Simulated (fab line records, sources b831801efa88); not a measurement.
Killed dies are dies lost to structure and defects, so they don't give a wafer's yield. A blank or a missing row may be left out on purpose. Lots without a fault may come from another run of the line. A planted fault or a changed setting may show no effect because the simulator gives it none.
Chamber matching | flow gf180mcu | GF_V4_CVD_02 on pecvd-02: 3 sister chambers
The step deposits SiO2 from TEOS, target thk 850 nm, time 94.851 s. 16 wafers are shown with their chamber, then 8 later ones without.

WAFERS WITH THEIR CHAMBER
wafer  | chamber | heater_power_w (W)
L076.3 | 0       | 590
L076.4 | 0       | 607
L076.6 | 1       | 623
L078.1 | 1       | 613
L078.2 | 2       | 735
L078.4 | 1       | 634
L085.1 | 2       | 674
L085.5 | 0       | 611
L085.6 | 1       | 661
L087.1 | 0       | 543
L087.3 | 2       | 763
L087.6 | 0       | 596
L088.1 | 0       | 638
L088.3 | 2       | 746
L088.4 | 2       | 602
L092.1 | 2       | 618

SIGNATURES (means of the wafers above)
reading        | chamber 0 | chamber 1 | chamber 2 | scatter within a chamber
heater_power_w | 597.50    | 632.75    | 689.67    | 48
Rule: a wafer's distance from a chamber is the root of the sum, over the readings, of the square of ((its reading less the chamber's mean) divided by the reading's scatter). The wafer belongs to the nearest chamber; if the next one is less than 2 further off, it can't be placed. The scatter: the root of (the sum of the squares of (reading less its chamber's mean) over the shown wafers, divided by (wafers less chambers)).

WAFERS WITHOUT THEIR CHAMBER
wafer  | heater_power_w (W)
L092.3 | 612
L092.4 | 682
L094.1 | 763
L094.2 | 653
L094.6 | 675
L097.2 | 600
L097.3 | 662
L097.6 | 511

WHICH CHAMBER EACH WENT THROUGH
wafer  | from the rows above          | in truth
L092.3 | can't be placed: 0 or 1 or 2 | 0
L092.4 | can't be placed: 2 or 1 or 0 | 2
L094.1 | can't be placed: 2 or 1 or 0 | 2
L094.2 | can't be placed: 1 or 2 or 0 | 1
L094.6 | can't be placed: 2 or 1 or 0 | 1
L097.2 | can't be placed: 0 or 1 or 2 | 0
L097.3 | can't be placed: 2 or 1 or 0 | 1
L097.6 | can't be placed: 0 or 1 or 2 | 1
Placed correctly: 0 of 8. Can't be placed from these rows: 8 (the true chamber is among the candidates in 8). Placed wrongly: 0.
